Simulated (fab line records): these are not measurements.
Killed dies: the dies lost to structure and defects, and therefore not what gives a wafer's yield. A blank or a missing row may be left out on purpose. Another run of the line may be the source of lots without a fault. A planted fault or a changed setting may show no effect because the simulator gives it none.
A struck lot beside a sound one	flow sky130	18 out of 708 route steps
Sound: wafers L827.1, L827.2, L827.3. Struck: wafer L840.1 (L840.3, L840.6, from the same lot, were not struck and are left out); the cause is given at the end.
Order at every step that has rows: each side's tool, ch and its chambers, its first start. Under that, the readings that differ: sound wafers	struck wafers	difference of the means	sigmas: that difference in standard deviations of wafers without a fault.
alike: same words and numbers on both sides, and readings whose means sit less than 2 such deviations apart. not compared: any withheld reading, any reading some wafer has no value for, any bound like >300 that may hide the same value, and any number with overlapping values for which the record gives no deviation.
The two part at a step that has a row with sigmas, a row that says differs or no value, or rows on one side only. When numbers do not overlap yet have no deviation, they are printed without sigmas and do not part them. A reading missing from all wafers of one side parts the sides only when that side holds two or more wafers.

first, 1 step without rows for these wafers: SKY_POLY_GATE_CVD_03 (deposits Si3N4 from DCS/NH3, target thk 75 nm, time 1290 s).
SKY_POLY_GATE_THK_MEAS_04:
  sound on film metro-04, day 15 09:53; struck on film metro-02, day 20 06:20
reading	sound	struck	difference	sigmas
POLY_GATE_CVD_03_THK (nm)	73.6 72.9 73.6	75.7	+2.3	+3
then, 8 steps without rows for these wafers: SKY_POLY_GATE_DEHYDRATE_05 (time 60 s); SKY_POLY_GATE_HMDS_06 (prime time 60 s); SKY_POLY_GATE_COAT_07 (resist thk 110 nm); SKY_POLY_GATE_COAT_08 (resist thk 450 nm); SKY_POLY_GATE_SOFTBAKE_09 (time 90 s); SKY_POLY_GATE_EXPOSE_10 (exposes mask P1M, target cd 150 nm); SKY_POLY_GATE_PEB_11; SKY_POLY_GATE_DEVELOP_12 (develop time 60 s).
SKY_POLY_GATE_CD_MEAS_13 targets a cd of 150 nm.
  sound on cd sem-02, day 16 13:19; struck on cd sem-01, day 21 12:25
  alike: cd nm
SKY_POLY_GATE_OVL_MEAS_14:
  sound on overlay-02, day 16 13:26; struck on overlay-02, day 21 12:32
  alike: POLY_GATE_OVL
SKY_POLY_GATE_ETCH_15: etches BARC in N2/H2, stops on SiO2, time 118.5 s, target depth 110 nm.
  sound on rie diel-02 ch 1,2,3, day 16 13:28; struck on rie diel-04 ch 1, day 21 12:34
reading	sound	struck	difference	sigmas
rf hours counter h (h)	88 76 56	42	-31	
model.KrF-thick_of_POLY_GATE_COAT_08.thk nm (nm)	344.2 344.5 342.5	361	+17	
model.POLY_GATE.cd nm (nm)	149 149.2 145.1	158.1	+10.3	
  alike: drypump motor current A, oes product au, throttle valve pct
SKY_POLY_GATE_ETCH_16: etches Si3N4 in CH3F/O2, stops on poly-Si, time 147.5 s, target depth 75 nm.
  sound on rie diel-02 ch 1,2,3, day 16 13:33; struck on rie diel-04 ch 1, day 21 12:39
reading	sound	struck	difference	sigmas
rf hours counter h (h)	88 76 56	42	-31	
model.POLY_GATE.cd nm (nm)	149.2 148.9 145.3	158.3	+10.5	
  alike: drypump motor current A, oes product au, throttle valve pct
SKY_POLY_GATE_ETCH_17: etches poly-Si in HBr/Cl2, stops on SiO2, target depth 180 nm, time 70.5 s.
  sound on rie si-02 ch 0,1,2, day 16 13:39; struck on rie si-02 ch 2, day 21 12:45
reading	sound	struck	difference	sigmas
rf hours counter h (h)	4 1 17	18	+11	
model.KrF-thick_of_POLY_GATE_COAT_08.thk nm (nm)	142.6 141.2 137.3	155.7	+15.3	
  alike: drypump motor current A, oes product au, throttle valve pct
SKY_POLY_GATE_STRIP_18: strips in O2/N2.
  sound on plasma asher-03 ch 0,1, day 16 13:43; struck on plasma asher-02 ch 0, day 21 12:49
reading	sound	struck	difference	sigmas
o2 flow sccm (sccm)	3016 3001 3007	2984	-24	-3
oes product au (a.u.)	0.362 0.358 0.358	0.373	+0.014	+3
strip time to endpoint s (s)	3.21 3.19 3.13	3.34	+0.16	+3
  alike: drypump motor current A
  not compared: rf hours counter h
then, 2 steps without rows for these wafers: SKY_POLY_GATE_CLEAN_19 (cleans in SC1/SC2, time 150 s); SKY_PAD_OPEN_PROBE_99.

## WHERE THEY PART
At SKY_POLY_GATE_THK_MEAS_04 first; at SKY_POLY_GATE_STRIP_18 last (within this record only).

WHY: whatever the simulator had introduced
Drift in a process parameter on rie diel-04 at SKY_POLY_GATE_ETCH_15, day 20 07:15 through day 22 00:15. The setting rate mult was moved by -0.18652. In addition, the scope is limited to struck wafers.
